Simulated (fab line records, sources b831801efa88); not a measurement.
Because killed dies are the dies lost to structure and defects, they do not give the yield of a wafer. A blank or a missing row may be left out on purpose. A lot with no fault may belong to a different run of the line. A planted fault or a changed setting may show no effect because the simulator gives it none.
fab line records ; flow sky130
record: lots: 6; wafers: 18; last-day: 50
route steps=708 shown FIELD_ISO@7 PAD_OPEN@708
lots with no fault: from the same line, run without faults
start-h: hours from the record's opening day to when the first of the lot's shown wafers began ; wait-h: hours from the lot's prior step to this one ; " unchanged from the row above ; L1.1+2: one row covering several wafers at once ; - no value present, or no start provided ; * or withheld: withheld ; < > ~ a bound
route shown NAME@n: NAME is a module with steps in the file, n the number in the route of the first one ; usual: average and standard deviation across the fault-free wafers ; same: alike in all rows ; chamber/n: place in a boat ; sites: each site's reading ; _std_site: standard deviation of those values ; _edge_site: the outer-site mean with the inner-site mean subtracted ; radius-mm: how far each site lies from the wafer's centre ; mask NAME#n: copy n ; behind: the last tool/chamber to shape the wafer ; hold: why the lot went on hold/how many hours it stayed there/how the hold came to an end ; device: which transistor (n, p or np) failed to switch ; end of line: tests of these same wafers at the route's end ; a step given without rows: its recipe and nothing more ; killed: at the first sort, the dies lost to defects and structure; wafer yield is something else ; map: the dies of a wafer, with x for killed, . for not killed, _ for no die there
set.NAME: the setting the step ran with; set.NAME@STEP: the setting that earlier step ran with ; model.NAME: the simulator's own value behind a step, which no gauge read
lots at some steps of the route; a table a step, a row a wafer
services: a tool's chamber out of use, with start hour (start-h, from the record's first day; less than 0 if before it), hours out, and reason
== steps ==
step: SKY_FIELD_ISO_HMDS_06
recipe: prime-time-s: 60; prime-temp-c: 120
step: SKY_FIELD_ISO_COAT_07
recipe: resist: BARC; temp-c: withheld; time-s: withheld; spin-rpm: 3000; resist-thk-nm: 60
step: SKY_FIELD_ISO_COAT_08
recipe: resist: KrF-thick; spin-rpm: 3000; resist-thk-nm: 450
step: SKY_FIELD_ISO_SOFTBAKE_09
recipe: temp-c: 99.25; time-s: 90; resist: KrF-thick
step: SKY_FIELD_ISO_EXPOSE_10
recipe: mask-id: FOM; na: 0.68; source-shape: annular; sigma-inner: 0.4; sigma-outer: 0.8; target-cd-nm: 150; dose-mj: 28
step: SKY_FIELD_ISO_PEB_11
recipe: peb-temp-c: withheld; peb-time-s: withheld; resist: KrF-thick
step: SKY_FIELD_ISO_DEVELOP_12
recipe: develop-time-s: 60; resist: KrF-thick; dev-temp-c: 21
step: SKY_FIELD_ISO_CD_MEAS_13
recipe: target-cd-nm: 150
usual: cd-nm: 149.9/1.7
lot.wafer;tool;chamber;start-h;wait-h;cd-nm
L838.1;cd-sem-01;-;64.70;-;149.4
L838.2;cd-sem-01;-;64.70;-;147.7
L838.4;cd-sem-01;-;64.70;-;147.9
L843.1;cd-sem-01;-;85.18;-;148.9
L843.5;cd-sem-01;-;85.18;-;150.1
L843.6;cd-sem-01;-;85.18;-;149.4
L850.2;cd-sem-02;-;122.09;-;148.2
L850.4;cd-sem-02;-;122.09;-;149.4
L850.6;cd-sem-02;-;122.09;-;148.8
L851.2;cd-sem-02;-;128.21;-;146.1
L851.3;cd-sem-02;-;128.21;-;147.0
L851.4;cd-sem-02;-;128.21;-;147.4
L852.1;cd-sem-02;-;134.38;-;152.8
L852.3;cd-sem-02;-;134.38;-;150.6
L852.4;cd-sem-02;-;134.38;-;151.2
L855.2;cd-sem-01;-;148.46;-;152.0
L855.4;cd-sem-01;-;148.46;-;152.0
L855.6;cd-sem-01;-;148.46;-;152.1
step: SKY_FIELD_ISO_ETCH_14
recipe: chemistry: N2/H2; target: BARC; ion-energy-ev: 200; source-w: 500; bias-w: 100; pressure-mtorr: 30; n2-flow-sccm: 100; h2-flow-sccm: 200; stop-on: SiO2; time-s: 45.9; target-depth-a: 600
usual: chamber-pressure-mTorr: 30.003/0.027; drypump-motor-current-A: 5.8/0.49; oes-product-au: 0.855/0.0051; run-length-s: 74.2/0.4; throttle-valve-pct: 13.223/0.0093
lot.wafer;tool;chamber;start-h;wait-h;chamber-pressure-mTorr;drypump-motor-current-A;oes-product-au;rf-hours-counter-h;run-length-s;throttle-valve-pct
L838.1;rie-diel-01;3;64.82;0.1;29.951;5.2;0.856;70;73.8;13.226
L838.2;rie-diel-01;2;64.82;0.1;29.978;5.9;0.855;0;73.8;13.236
L838.4;rie-diel-01;0;64.82;0.1;29.987;5.4;0.856;-;74.4;13.224
L843.1;rie-diel-03;1;85.30;0.1;30.042;5.6;0.847;47;75.2;13.217
L843.5;rie-diel-03;2;85.30;0.1;30.036;5.5;0.853;-;73.6;13.211
L843.6;rie-diel-03;1;85.30;0.1;29.990;5.5;0.854;-;74.7;13.208
L850.2;rie-diel-01;3;122.19;0.1;30.009;5.2;0.857;71;73.5;13.211
L850.4;rie-diel-01;1;122.19;0.1;30.022;5.6;0.851;7;74.6;13.240
L850.6;rie-diel-01;2;122.19;0.1;30.029;5.8;0.858;-;73.8;13.213
L851.2;rie-diel-04;0;128.31;0.1;29.987;5.0;0.853;81;73.8;13.222
L851.3;rie-diel-04;2;128.31;0.1;30.018;6.4;0.850;123;73.9;13.205
L851.4;rie-diel-04;1;128.31;0.1;29.967;6.3;0.861;126;74.0;13.231
L852.1;rie-diel-03;3;134.50;0.1;30.000;6.6;0.855;42;74.7;13.214
L852.3;rie-diel-03;1;134.50;0.1;29.972;5.6;0.856;48;74.6;13.222
L852.4;rie-diel-03;0;134.50;0.1;29.969;6.5;0.854;153;74.5;13.234
L855.2;rie-diel-03;3;148.56;0.1;29.981;6.6;0.854;43;74.2;13.229
L855.4;rie-diel-03;0;148.56;0.1;30.028;6.6;0.856;153;74.2;13.237
L855.6;rie-diel-03;0;148.56;0.1;30.048;6.5;0.853;-;74.7;13.239
step: SKY_FIELD_ISO_ETCH_15
recipe: chemistry: CHF3/O2; target-depth-nm: 180; stop-on: Si; source-w: 600; bias-w: 200; pressure-mtorr: 40; chf3-flow-sccm: 50; O2_flow_sccm: 5; time-s: 72
usual: chamber-pressure-mTorr: 40.00/0.038; drypump-motor-current-A: 5.8/0.49; oes-product-au: 0.942/0.0063; run-length-s: 100.3/0.39; throttle-valve-pct: 8.843/0.0091
lot.wafer;tool;chamber;start-h;wait-h;chamber-pressure-mTorr;drypump-motor-current-A;oes-product-au;rf-hours-counter-h;run-length-s;throttle-valve-pct
L838.1;rie-diel-01;3;64.86;0.0;40.04;5.3;0.943;70;100.1;8.839
L838.2;rie-diel-01;2;64.86;0.0;39.97;5.9;0.935;0;100.1;8.847
L838.4;rie-diel-01;0;64.86;0.0;40.03;5.4;0.936;-;100.5;8.850
L843.1;rie-diel-03;1;85.34;0.0;39.96;5.6;0.945;47;101.1;8.856
L843.5;rie-diel-03;2;85.34;0.0;40.00;5.5;0.945;-;100.0;8.837
L843.6;rie-diel-03;1;85.34;0.0;39.93;5.6;0.942;-;100.9;8.831
L850.2;rie-diel-01;3;122.23;0.0;39.98;5.2;0.931;71;100.0;8.841
L850.4;rie-diel-01;1;122.23;0.0;40.00;5.7;0.941;7;100.1;8.847
L850.6;rie-diel-01;2;122.23;0.0;40.05;5.9;0.942;-;100.1;8.847
L851.2;rie-diel-04;0;128.35;0.0;39.98;5.0;0.947;81;100.3;8.839
L851.3;rie-diel-04;2;128.35;0.0;40.04;6.4;0.947;123;100.2;8.823
L851.4;rie-diel-04;1;128.35;0.0;39.98;6.3;0.949;126;100.0;8.841
L852.1;rie-diel-03;3;134.54;0.0;40.04;6.6;0.942;42;100.2;8.837
L852.3;rie-diel-03;1;134.54;0.0;40.05;5.6;0.949;48;101.3;8.851
L852.4;rie-diel-03;0;134.54;0.0;39.93;6.5;0.945;153;100.9;8.838
L855.2;rie-diel-03;3;148.60;0.0;40.01;6.6;0.943;43;100.4;8.838
L855.4;rie-diel-03;0;148.60;0.0;40.07;6.5;0.946;153;101.1;8.849
L855.6;rie-diel-03;0;148.60;0.0;40.07;6.5;0.946;-;100.3;8.852
step: SKY_FIELD_ISO_STRIP_16
recipe: chemistry: O2/N2; power-w: 1400; pressure-mtorr: 1500; platen-temp-c: withheld; o2-flow-sccm: 3000; n2-flow-sccm: 300; overash-fraction: 0.5
usual: chamber-pressure-mTorr: 1500.1/1.2; drypump-motor-current-A: 5.6/0.32; o2-flow-sccm: 2999/8.7; oes-product-au: 0.378/0.0049; strip-time-to-endpoint-s: 3.57/0.042
lot.wafer;tool;chamber;start-h;wait-h;chamber-pressure-mTorr;drypump-motor-current-A;o2-flow-sccm;oes-product-au;rf-hours-counter-h;strip-time-to-endpoint-s
L838.1;plasma-asher-01;1;64.92;0.0;1501.9;6.1;2995;0.385;39;3.60
L838.2;plasma-asher-01;0;64.92;0.0;1503.4;5.7;3009;0.379;39;3.64
L838.4;plasma-asher-01;0;64.92;0.0;1499.0;5.7;3001;0.377;-;3.50
L843.1;plasma-asher-01;0;85.40;0.0;1501.0;5.7;3008;0.377;41;3.59
L843.5;plasma-asher-01;1;85.40;0.0;1500.6;6.1;2994;0.378;-;3.59
L843.6;plasma-asher-01;0;85.40;0.0;1501.0;5.7;2992;0.382;-;3.61
L850.2;plasma-asher-03;0;122.29;0.0;1500.3;5.2;3002;0.390;42;3.61
L850.4;plasma-asher-03;0;122.29;0.0;1501.5;5.2;2998;0.377;-;3.59
L850.6;plasma-asher-03;1;122.29;0.0;1502.4;5.7;3006;0.385;-;3.61
L851.2;plasma-asher-03;1;128.41;0.0;1498.8;5.7;3013;0.373;43;3.59
L851.3;plasma-asher-03;0;128.41;0.0;1499.2;5.2;2997;0.378;-;3.57
L851.4;plasma-asher-03;1;128.41;0.0;1502.8;5.7;2992;0.388;-;3.58
L852.1;plasma-asher-03;0;134.60;0.0;1502.0;5.2;2998;0.374;43;3.57
L852.3;plasma-asher-03;0;134.60;0.0;1501.3;5.2;3003;0.381;-;3.61
L852.4;plasma-asher-03;1;134.60;0.0;1501.0;5.7;3011;0.377;-;3.59
L855.2;plasma-asher-04;0;148.66;0.0;1501.5;5.2;3003;0.381;32;3.55
L855.4;plasma-asher-04;0;148.66;0.0;1499.8;5.2;2983;0.379;-;3.61
L855.6;plasma-asher-04;1;148.66;0.0;1501.7;5.7;2996;0.381;-;3.64
step: SKY_FIELD_ISO_ETCH_17
recipe: target-depth-a: 3420; mask-material: Si3N4; chemistry: HBr/Cl2/O2; target: Si; taper-deg: 5; icp-w: 600; bias-w: 150; pressure-mtorr: 15; HBr_flow_sccm: 150; Cl2_flow_sccm: 40; O2_flow_sccm: 6; time-s: 97.7
usual: HBr_flow_sccm: 149.9/0.46; chamber-pressure-mTorr: 15.000/0.014; drypump-motor-current-A: 5.9/0.55; oes-product-au: 0.999/0.0099; run-length-s: 126.0/0.42; throttle-valve-pct: 25.657/0.011
lot.wafer;tool;chamber;start-h;wait-h;HBr_flow_sccm;chamber-pressure-mTorr;drypump-motor-current-A;oes-product-au;rf-hours-counter-h;run-length-s;throttle-valve-pct
L838.1;rie-si-02;1;65.02;0.1;150.3;14.988;6.2;0.998;130;126.0;25.666
L838.2;rie-si-02;3;65.02;0.1;150.1;14.995;4.7;1.003;17;125.9;25.661
L838.4;rie-si-02;2;65.02;0.1;149.5;14.985;6.8;1.001;44;125.2;25.649
L843.1;rie-si-02;2;85.50;0.1;150.2;14.984;6.7;1.015;44;125.4;25.669
L843.5;rie-si-02;3;85.50;0.1;149.3;15.009;4.7;1.004;-;125.6;25.642
L843.6;rie-si-02;0;85.50;0.1;150.2;14.972;6.0;0.991;-;126.6;25.683
L850.2;rie-si-02;1;122.39;0.1;149.9;15.012;6.2;1.000;130;126.2;25.675
L850.4;rie-si-02;2;122.39;0.1;150.0;15.014;6.8;1.010;44;125.2;25.645
L850.6;rie-si-02;1;122.39;0.1;150.2;15.001;6.2;0.998;-;126.4;25.656
L851.2;rie-si-02;0;128.51;0.1;150.3;14.993;6.0;0.987;59;126.9;25.658
L851.3;rie-si-02;1;128.51;0.1;149.5;15.001;6.2;0.998;130;126.1;25.658
L851.4;rie-si-02;3;128.51;0.1;150.3;15.013;4.7;1.010;18;125.9;25.655
L852.1;rie-si-01;3;134.70;0.1;150.0;14.975;5.4;0.998;106;125.9;25.648
L852.3;rie-si-01;1;134.70;0.1;149.8;14.991;5.7;1.003;137;125.9;25.653
L852.4;rie-si-01;3;134.70;0.1;150.4;14.996;5.4;0.999;-;125.7;25.663
L855.2;rie-si-02;3;148.76;0.1;150.7;15.005;4.7;1.010;18;125.6;25.650
L855.4;rie-si-02;1;148.76;0.1;150.4;14.991;6.2;1.000;130;126.0;25.642
L855.6;rie-si-02;2;148.76;0.1;150.0;14.981;6.7;1.015;-;125.2;25.639
step: SKY_FIELD_ISO_WET_ETCH_18
recipe: chemistry: H3PO4; target-depth-nm: 25; temp-c: 160; target: Si3N4; time-s: 286
usual: run-length-s: 314/4.1
lot.wafer;tool;chamber;start-h;wait-h;run-length-s;model.Si3N4_of_FIELD_ISO_CVD_03.thk-nm
L838.1;wet-bench-02;3;65.09;0.0;311;122.5
L838.2;wet-bench-02;3;65.09;0.0;311;122.6
L838.4;wet-bench-02;3;65.09;0.0;311;122
L843.1;wet-bench-04;0;85.57;0.0;319;124.5
L843.5;wet-bench-04;0;85.57;0.0;319;126
L843.6;wet-bench-04;0;85.57;0.0;319;125.4
L850.2;wet-bench-04;3;122.46;0.0;188;134.2
L850.4;wet-bench-04;3;122.46;0.0;188;134.3
L850.6;wet-bench-04;3;122.46;0.0;188;134.2
L851.2;wet-bench-04;2;128.58;0.0;187;135.8
L851.3;wet-bench-04;2;128.58;0.0;187;134.9
L851.4;wet-bench-04;2;128.58;0.0;187;135.6
L852.1;wet-bench-02;0;134.77;0.0;311;126.2
L852.3;wet-bench-02;0;134.77;0.0;311;124.9
L852.4;wet-bench-02;0;134.77;0.0;311;124
L855.2;wet-bench-03;3;148.83;0.0;319;125.2
L855.4;wet-bench-03;3;148.83;0.0;319;125
L855.6;wet-bench-03;3;148.83;0.0;319;125.5
step: SKY_FIELD_ISO_CLEAN_19
recipe: chemistry: SC1/SC2; mix: 1:4:20; temp-c: 70; time-s: 150
step: SKY_FIELD_ISO_CLEAN_20
recipe: chemistry: dHF; time-s: 20; dilution: 100:1
step: SKY_FIELD_ISO_WET_ETCH_21
recipe: chemistry: dHF; dilution: 100:1; target-depth-nm: 20; dry: ipa-marangoni; target: SiO2; temp-c: 25; time-s: 400
step: SKY_FIELD_ISO_OXIDATION_22
recipe: temp-c: 950; ambient: O2; stabilise-s: 600; purge-s: 300; target-thk-a: 100; ox-time-s: 623
step: SKY_FIELD_ISO_THK_MEAS_23
recipe: reads: SiO2_of_FIELD_ISO_OXIDATION_22
usual: FIELD_ISO_OXIDATION_01_THK: 10.11/0.19
lot.wafer;tool;chamber;start-h;wait-h;FIELD_ISO_OXIDATION_01_THK[nm]
L838.1;film-metro-01;-;67.90;0.0;10.18
L838.2;film-metro-01;-;67.90;0.0;10.12
L838.4;film-metro-01;-;67.90;0.0;10.37
L843.1;film-metro-02;-;88.25;0.0;10.30
L843.5;film-metro-02;-;88.25;0.0;10.37
L843.6;film-metro-02;-;88.25;0.0;10.10
L850.2;film-metro-01;-;125.57;0.0;10.18
L850.4;film-metro-01;-;125.57;0.0;9.91
L850.6;film-metro-01;-;125.57;0.0;10.13
L851.2;film-metro-01;-;130.90;0.0;10.03
L851.3;film-metro-01;-;130.90;0.0;9.90
L851.4;film-metro-01;-;130.90;0.0;10.01
L852.1;film-metro-03;-;136.47;0.0;10.20
L852.3;film-metro-03;-;136.47;0.0;10.35
L852.4;film-metro-03;-;136.47;0.0;10.00
L855.2;film-metro-02;-;150.62;0.0;9.97
L855.4;film-metro-02;-;150.62;0.0;10.01
L855.6;film-metro-02;-;150.62;0.0;10.01
step: SKY_FIELD_ISO_CVD_24
recipe: material: SiO2; target-thk-nm: 595; temp-c: 650; sigma-open-frac: 0.3; time-s: 99.2; sih4-flow-sccm: 60; pressure-mtorr: 6
step: SKY_FIELD_ISO_THK_MEAS_25
recipe: reads: SiO2_of_FIELD_ISO_CVD_24
usual: FIELD_ISO_CVD_24_THK: 594/6
lot.wafer;tool;chamber;start-h;wait-h;FIELD_ISO_CVD_24_THK[nm]
L838.1;film-metro-03;-;68.03;0.0;609
L838.2;film-metro-03;-;68.03;0.0;600
L838.4;film-metro-03;-;68.03;0.0;592
L843.1;film-metro-01;-;88.38;0.0;588
L843.5;film-metro-01;-;88.38;0.0;594
L843.6;film-metro-01;-;88.38;0.0;592
L850.2;film-metro-02;-;125.70;0.0;597
L850.4;film-metro-02;-;125.70;0.0;599
L850.6;film-metro-02;-;125.70;0.0;594
L851.2;film-metro-03;-;131.03;0.0;595
L851.3;film-metro-03;-;131.03;0.0;591
L851.4;film-metro-03;-;131.03;0.0;582
L852.1;film-metro-01;-;136.60;0.0;598
L852.3;film-metro-01;-;136.60;0.0;594
L852.4;film-metro-01;-;136.60;0.0;602
L855.2;film-metro-03;-;150.76;0.0;592
L855.4;film-metro-03;-;150.76;0.0;588
L855.6;film-metro-03;-;150.76;0.0;588
step: SKY_FIELD_ISO_ANNEAL_26
recipe: temp-c: 1000; time-s: 1800; ambient: N2
step: SKY_FIELD_ISO_CMP_27
recipe: stop-on: Si3N4; t-overpolish-s: 14.79; down-force-psi: 4; platen-rpm: 60; target-thk-nm: 457.8; pad-velocity-m-s: 0.94248
usual: motor-current-A: 12.8/1.1
lot.wafer;tool;chamber;start-h;wait-h;motor-current-A
L838.2;cmp-01;1;70.29;0.1;13.4
L838.4;cmp-01;2;70.29;0.1;13.3
L838.1;cmp-01;3;70.29;0.1;11.0
L843.1;cmp-02;0;90.59;0.1;13.4
L843.5;cmp-02;3;90.59;0.1;12.4
L843.6;cmp-02;0;90.59;0.1;13.7
L850.4;cmp-01;1;128.31;0.0;13.2
L850.2;cmp-01;0;128.31;0.0;15.2
L850.6;cmp-01;2;128.31;0.0;12.7
L851.2;cmp-01;1;135.09;0.1;13.3
L851.4;cmp-01;2;135.09;0.1;13.1
L851.3;cmp-01;3;135.09;0.1;12.0
L852.1;cmp-02;1;139.37;0.0;12.0
L852.3;cmp-02;3;139.37;0.0;12.5
L852.4;cmp-02;0;139.37;0.0;14.2
L855.2;cmp-01;1;154.92;0.1;12.8
L855.4;cmp-01;3;154.92;0.1;11.7
L855.6;cmp-01;1;154.92;0.1;12.7
step: SKY_FIELD_ISO_WET_ETCH_28
recipe: chemistry: dHF; target-depth-nm: 23.7; target: SiO2; dilution: 10:1; temp-c: 25; time-s: 47
usual: run-length-s: 75/3.1
lot.wafer;tool;chamber;start-h;wait-h;run-length-s;model.Si3N4_of_FIELD_ISO_CVD_03.thk-nm
L838.1;wet-bench-03;1;70.54;0.1;73;116.7
L838.2;wet-bench-03;1;70.54;0.1;73;116.9
L838.4;wet-bench-03;1;70.54;0.1;73;116.3
L843.1;wet-bench-04;2;90.84;0.2;72;118.7
L843.5;wet-bench-04;2;90.84;0.2;72;120.2
L843.6;wet-bench-04;2;90.84;0.2;72;119.6
L850.2;wet-bench-03;3;128.61;0.1;72;128.5
L850.4;wet-bench-03;3;128.61;0.1;72;128.5
L850.6;wet-bench-03;3;128.61;0.1;72;128.4
L851.2;wet-bench-03;2;135.34;0.2;73;130
L851.3;wet-bench-03;2;135.34;0.2;73;129.1
L851.4;wet-bench-03;2;135.34;0.2;73;129.8
L852.1;wet-bench-04;0;139.67;0.2;79;120.4
L852.3;wet-bench-04;0;139.67;0.2;79;119.2
L852.4;wet-bench-04;0;139.67;0.2;79;118.2
L855.2;wet-bench-04;0;155.22;0.2;73;119.4
L855.4;wet-bench-04;0;155.22;0.2;73;119.1
L855.6;wet-bench-04;0;155.22;0.2;73;119.7
step: SKY_FIELD_ISO_WET_ETCH_29
recipe: chemistry: H3PO4; target-depth-nm: 160; target: Si3N4; temp-c: 160; time-s: 1825
step: SKY_PAD_OPEN_PROBE_99
usual: killed_at_M0_to_M3: 43/6.3; killed_at_M4_up: 3.3/1.7; killed-at-contacts: 24/5.4; killed-at-front-end: 16/4.6; killed-at-other: 0.4/0.7; killed-dies: 87/9.4; killed-open: 47/6.9; killed-short: 39/6.1
same: gross-dies: 492; killed-at-back-side: 0
lot.wafer;tool;chamber;start-h;wait-h;killed_at_M0_to_M3;killed_at_M4_up;killed-at-contacts;killed-at-front-end;killed-at-other;killed-dies;killed-open;killed-short;model.etest.pfet_16v.r-on-ohm-um;model.etest.res-iso-pwell.rs-ohm-sq;model.etest.res-iso-pwell.line-ohm-um;model.etest.cap-li-to-poly.c-af-um2;model.etest.field-p.vt-v;model.etest.field-n.vt-v
L838.1;prober-01;-;1119.46;0.1;40;4;29;16;3;92;49;41;1.523e+04;3118;1169;98.8;-41.91;35.96
L838.2;prober-01;-;1119.51;0.1;38;1;20;24;2;85;42;42;1.535e+04;3157;1192;97.36;-42.16;36.06
L838.4;prober-01;-;1119.61;0.2;46;2;20;15;1;84;48;36;1.533e+04;3175;1202;100.5;-42.26;36.02
L843.1;prober-01;-;1138.04;0.1;49;1;29;17;0;96;46;50;1.521e+04;3133;1188;99.21;-40.93;36.32
L843.5;prober-01;-;1138.24;0.2;40;3;34;14;1;92;51;40;1.535e+04;3251;1218;99.04;-41.75;36.52
L843.6;prober-01;-;1138.29;0.2;48;3;25;22;1;99;53;45;1.492e+04;2974;1110;100.7;-39.6;35.6
L850.2;prober-01;-;1176.37;0.1;36;4;25;12;0;77;50;27;1.545e+04;3347;1269;102.2;-40.9;36.41
L850.4;prober-01;-;1176.47;0.2;49;4;26;13;0;92;60;32;1.61e+04;3672;1374;100.8;-43.03;36.56
L850.6;prober-01;-;1176.57;0.2;38;2;25;14;0;79;45;34;1.586e+04;3468;1366;102.2;-42;36.54
L851.2;prober-02;-;1189.38;0.1;41;5;20;7;1;74;39;35;1.546e+04;3304;1254;103.7;-43.22;36.46
L851.3;prober-02;-;1189.43;0.2;41;1;19;14;0;75;34;41;1.548e+04;3372;1250;102.6;-43.5;36.5
L851.4;prober-02;-;1189.48;0.2;34;2;15;11;2;64;36;28;1.621e+04;3719;1421;102.7;-45.7;36.59
L852.1;prober-01;-;1190.95;0.1;48;5;27;21;1;102;52;50;1.56e+04;3286;1237;100;-42.64;36.08
L852.3;prober-01;-;1191.05;0.2;39;5;21;18;0;83;38;45;1.583e+04;3417;1300;97.7;-43.53;36.25
L852.4;prober-01;-;1191.10;0.2;59;1;32;16;0;108;56;52;1.551e+04;3209;1237;99.93;-42.28;35.99
L855.2;prober-01;-;1204.03;0.1;49;2;18;6;0;75;43;32;1.56e+04;3260;1243;97.23;-44.23;36.77
L855.4;prober-01;-;1204.13;0.2;31;2;27;24;0;84;38;46;1.536e+04;3020;1132;94.98;-42.26;35.98
L855.6;prober-01;-;1204.23;0.2;37;5;27;13;0;82;42;39;1.55e+04;3184;1189;98.66;-43.54;36.5
killed by level:class
L838.1 CONTACT:geometric-particle:open=11 VIA1:geometric-particle:open=8 FIELD_ISO:geometric-particle:open=7 LI_CONTACT:geometric-particle:open=7 LOCAL_INTERCONNECT:geometric-particle:short=7 METAL2:geometric-particle:short=7 VIA3:geometric-particle:open=7 METAL1:geometric-particle:short=5
L838.2 VIA1:geometric-particle:open=9 FIELD_ISO:geometric-particle:short=6 VIA3:geometric-particle:open=6 VIA2:geometric-particle:open=6 VIA2:geometric-particle:short=5 LI_CONTACT:geometric-particle:open=5 CONTACT:geometric-particle:open=5 SPACER:geometric-particle:short=4
L838.4 VIA1:geometric-particle:open=13 LI_CONTACT:geometric-particle:open=9 METAL2:geometric-particle:short=8 VIA3:geometric-particle:open=7 VIA1:geometric-particle:short=6 FIELD_ISO:geometric-particle:short=5 LI_CONTACT:geometric-particle:short=4 CONTACT:geometric-particle:open=4
L843.1 CONTACT:geometric-particle:open=10 CONTACT:geometric-particle:short=9 METAL1:geometric-particle:short=8 VIA1:geometric-particle:open=8 LI_CONTACT:geometric-particle:open=7 METAL2:geometric-particle:short=7 VIA2:geometric-particle:open=7 VIA1:geometric-particle:short=6
L843.5 CONTACT:geometric-particle:open=15 VIA3:geometric-particle:open=9 LI_CONTACT:geometric-particle:open=7 VIA1:geometric-particle:open=6 METAL1:geometric-particle:short=6 CONTACT:geometric-particle:short=5 VIA1:geometric-particle:short=5 FIELD_ISO:geometric-particle:short=4
L843.6 VIA1:geometric-particle:open=10 CONTACT:geometric-particle:open=9 VIA3:geometric-particle:open=9 METAL1:geometric-particle:short=8 LI_CONTACT:geometric-particle:open=8 POLY_GATE:geometric-particle:open=6 FIELD_ISO:geometric-particle:short=5 POLY_GATE:geometric-particle:short=5
L850.2 VIA2:geometric-particle:open=10 VIA1:geometric-particle:open=9 CONTACT:geometric-particle:open=8 LI_CONTACT:geometric-particle:open=7 FIELD_ISO:geometric-particle:short=5 LOCAL_INTERCONNECT:geometric-particle:short=4 CONTACT:geometric-particle:short=4 VIA3:geometric-particle:open=4
L850.4 VIA3:geometric-particle:open=15 VIA1:geometric-particle:open=10 LI_CONTACT:geometric-particle:open=8 CONTACT:geometric-particle:open=8 VIA2:geometric-particle:short=6 VIA2:geometric-particle:open=6 LOCAL_INTERCONNECT:geometric-particle:short=5 FIELD_ISO:geometric-particle:open=4
L850.6 VIA1:geometric-particle:open=12 CONTACT:geometric-particle:open=10 CONTACT:geometric-particle:short=7 LI_CONTACT:geometric-particle:open=6 FIELD_ISO:geometric-particle:short=5 METAL1:geometric-particle:short=5 VIA3:geometric-particle:open=5 FIELD_ISO:geometric-particle:open=4
L851.2 VIA2:geometric-particle:open=10 VIA1:geometric-particle:open=8 METAL1:geometric-particle:short=6 LI_CONTACT:geometric-particle:short=4 LI_CONTACT:geometric-particle:open=4 LOCAL_INTERCONNECT:geometric-particle:short=4 CONTACT:geometric-particle:open=4 METAL2:geometric-particle:short=4
L851.3 VIA1:geometric-particle:open=11 CONTACT:geometric-particle:open=6 METAL3:geometric-particle:short=6 METAL1:geometric-particle:short=5 VIA1:geometric-particle:short=5 LI_CONTACT:geometric-particle:short=4 CONTACT:geometric-particle:short=4 METAL2:geometric-particle:short=4
L851.4 VIA1:geometric-particle:open=7 FIELD_ISO:geometric-particle:open=5 LI_CONTACT:geometric-particle:open=5 CONTACT:geometric-particle:open=5 VIA1:geometric-particle:short=5 METAL2:geometric-particle:short=5 VIA3:geometric-particle:open=4 METAL1:geometric-particle:short=4
L852.1 VIA1:geometric-particle:open=14 LI_CONTACT:geometric-particle:open=9 VIA2:geometric-particle:open=7 CONTACT:geometric-particle:open=7 METAL2:geometric-particle:short=6 FIELD_ISO:geometric-particle:open=5 LI_CONTACT:geometric-particle:short=5 VIA1:geometric-particle:short=5
L852.3 VIA1:geometric-particle:short=9 VIA1:geometric-particle:open=9 LI_CONTACT:geometric-particle:open=6 METAL2:geometric-particle:short=6 FIELD_ISO:geometric-particle:open=5 VIA2:geometric-particle:open=5 CONTACT:geometric-particle:short=4 CONTACT:geometric-particle:open=4
L852.4 VIA1:geometric-particle:open=15 CONTACT:geometric-particle:open=11 LI_CONTACT:geometric-particle:open=10 VIA1:geometric-particle:short=9 VIA2:geometric-particle:open=7 FIELD_ISO:geometric-particle:short=6 VIA2:geometric-particle:short=6 CONTACT:geometric-particle:short=6
L855.2 VIA1:geometric-particle:open=10 CONTACT:geometric-particle:open=8 VIA3:geometric-particle:open=8 METAL1:geometric-particle:short=8 METAL2:geometric-particle:short=7 METAL2:geometric-particle:open=5 VIA2:geometric-particle:open=5 LI_CONTACT:geometric-particle:open=4
L855.4 VIA3:geometric-particle:open=9 FIELD_ISO:geometric-particle:open=8 LI_CONTACT:geometric-particle:open=7 FIELD_ISO:geometric-particle:short=6 LOCAL_INTERCONNECT:geometric-particle:short=6 CONTACT:geometric-particle:short=6 POLY_GATE:geometric-particle:short=5 CONTACT:geometric-particle:open=5
L855.6 LI_CONTACT:geometric-particle:open=11 VIA3:geometric-particle:open=9 CONTACT:geometric-particle:open=7 CONTACT:geometric-particle:short=5 METAL1:geometric-particle:short=5 METAL2:geometric-particle:short=5 VIA2:geometric-particle:open=5 POLY_GATE:geometric-particle:short=4
== services ==
tool;chamber;start-h;hours;kind
plasma-asher-04;-;41.82;15.6;pm
cmp-02;-;42.16;1.1;repair
rie-diel-01;2;44.58;-;clean
rie-diel-01;2;44.58;19.1;scheduled-down
rie-diel-01;2;44.58;19.1;vent-cycle
rie-diel-01;1;57.62;9.4;repair
cmp-02;-;64.00;4.0;pm
cmp-02;-;68.00;-;consumable-replace:conditioner
cmp-02;-;68.00;-;consumable-replace:pad
rie-diel-03;1;72.45;7.9;repair
cmp-02;-;73.29;5.7;pm
rie-diel-04;2;83.82;2.7;repair
plasma-asher-01;-;108.75;9.0;pm
plasma-asher-01;0;108.75;9.0;vent-cycle
plasma-asher-01;1;108.75;9.0;vent-cycle
plasma-asher-04;-;111.77;4.8;repair
rie-diel-03;0;116.74;3.6;repair
plasma-asher-01;0;117.75;-;clean
rie-si-02;-;142.21;2.8;pm
cmp-01;-;143.97;0.6;repair
rie-diel-01;0;150.60;-;clean
rie-diel-01;0;150.60;20.9;scheduled-down
rie-diel-01;0;150.60;20.9;vent-cycle
cmp-02;-;154.16;1.8;repair
== key ==
first-sign: step: SKY_FIELD_ISO_WET_ETCH_18; reading: run-length-s; direction: down; sigmas: 31; usual: *; struck: *
effect none on later readings
model-effect: step: SKY_FIELD_ISO_WET_ETCH_18; value: Si3N4_of_FIELD_ISO_CVD_03.thk-nm; without: 123.5; struck: 134.8
model-effect: step: SKY_FIELD_ISO_WET_ETCH_28; value: Si3N4_of_FIELD_ISO_CVD_03.thk-nm; without: 117.7; struck: 129
model-effect: step: SKY_PAD_OPEN_PROBE_99; value: etest.pfet_16v.r-on-ohm-um; without: 1.523e+04; struck: 1.576e+04
met-at SKY_FIELD_ISO_WET_ETCH_18
struck-wafers L850.2,L850.4,L850.6,L851.2,L851.3,L851.4
tester-left-out L850,L851
onset-between 85.57 122.46
fault: kind: process-parameter-drift; tool: wet-bench-04; chamber: -; onset-h: 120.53; steps: SKY_FIELD_ISO_WET_ETCH_18; channel: time-s; offset: *; shape: step; end-h: 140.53; acts-in: *; stated: *
tester-left-out: of these lots the tester's yield and bins aren't shown, on N5 and GAA mostly nor the transistor test; their killed dies are dies lost to structure and defects alone, not to doping, threshold or leakage, so they don't give the yield
